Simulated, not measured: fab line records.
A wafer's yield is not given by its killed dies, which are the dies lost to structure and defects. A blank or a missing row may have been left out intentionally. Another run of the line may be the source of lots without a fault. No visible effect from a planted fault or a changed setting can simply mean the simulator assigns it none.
Code-filled problem report in 8D (eight disciplines) form + flow gf180mcu + the parts of the form that need people (team, actions taken, sign-off) are left out

## 1. THE ISSUE
end_station_pressure_torr at GF_DNWELL_IMPLANT_07 reads a mean of 1.01e-04 Torr on 6 wafers of 2 lots; wafers without a fault read 5.07e-06 Torr with a standard deviation of 2.7e-07. That is +99 or more standard deviations from the usual mean.
Seen first at day 5 19:50 on implanter-04, wafer L551.1. Wafers with a number at this step in the record: 42, from 14 lots. The rule behind "out" and "out of limits": a value lying over 4 standard deviations away from the usual mean. All remaining wafers that have a number are taken as sound.

## 2. WHAT IT IS AND WHAT IT IS NOT
| question                    | is                                                       | is not                                                                    |
|-----------------------------|----------------------------------------------------------|---------------------------------------------------------------------------|
| which readings at this step | end_station_pressure_torr, beam_on_s, faraday_current_uA | tilt_deg                                                                  |
| which lots                  | L551, L552                                               | L538, L539, L540, L541, L545, L546, L547, L548, L549, L550, L553, L555    |
| which wafers of those lots  | all that have a number                                   | -                                                                         |
| read on which tools         | implanter-04                                             | implanter-02, implanter-03                                                |
| when                        | from day 5 19:50                                         | up to then (30 sound wafers); but 6 sound wafers of L553, L555 came after |

## 3. SUSPECTS, AND WHAT RULES EACH OUT
Counting: a tool at any process step up to the reading remains a suspect when it ran all the lots that are out and ran no sound lot after the first of those.
- implanter-04 at GF_DNWELL_IMPLANT_07: kept. It ran every lot that is out, first L551 (day 5 19:50), and no sound lot after that; its last sound lot up to then is L550 (day 5 13:24). On those wafers its own readings are out: beam_on_s, end_station_pressure_torr, faraday_current_uA.
The count leaves implanter-04 at GF_DNWELL_IMPLANT_07.

## 4. THE CAUSE (what the simulator had put in)
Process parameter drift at GF_DNWELL_IMPLANT_07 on implanter-04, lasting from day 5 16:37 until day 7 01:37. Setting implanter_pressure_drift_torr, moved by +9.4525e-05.
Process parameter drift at GF_DNWELL_IMPLANT_07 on implanter-04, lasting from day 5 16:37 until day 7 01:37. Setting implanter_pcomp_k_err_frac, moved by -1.
Counting left only this tool.

## 5. THE EFFECT CHAIN, in route order
Each row: a reading whose mean over the struck wafers that have a number lies more than 3 standard deviations from the usual. Scope: only readings with a usual standard deviation given in the record; hours: median across lots of the time from each lot's start at the first step in this table that gives one to its start at this step; sigmas: change in usual standard deviations.
| hours | step                 | reading                   | usual         | on struck wafers | change    | sigmas      |
|-------|----------------------|---------------------------|---------------|------------------|-----------|-------------|
| 0     | GF_DNWELL_IMPLANT_07 | beam_on_s                 | 10.03 s       | 12.07            | +2.04     | +9.7        |
| 0     | GF_DNWELL_IMPLANT_07 | end_station_pressure_torr | 5.07e-06 Torr | 1.01e-04         | +9.58e-05 | +99 or more |
| 0     | GF_DNWELL_IMPLANT_07 | faraday_current_uA        | 56.2          | 47.2             | -9.0      | -7.5        |
Its process steps:
- GF_DNWELL_IMPLANT_07
At these later measuring or inspecting steps, every struck wafer for which the step has a row has a number for every such reading, and none has moved that far: GF_M3_OVL_MEAS_15.

## 6. WHAT WOULD HAVE CAUGHT IT SOONER
The fault began at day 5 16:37; the first out-of-limits reading in this record came at day 5 19:50, 3 hours later.
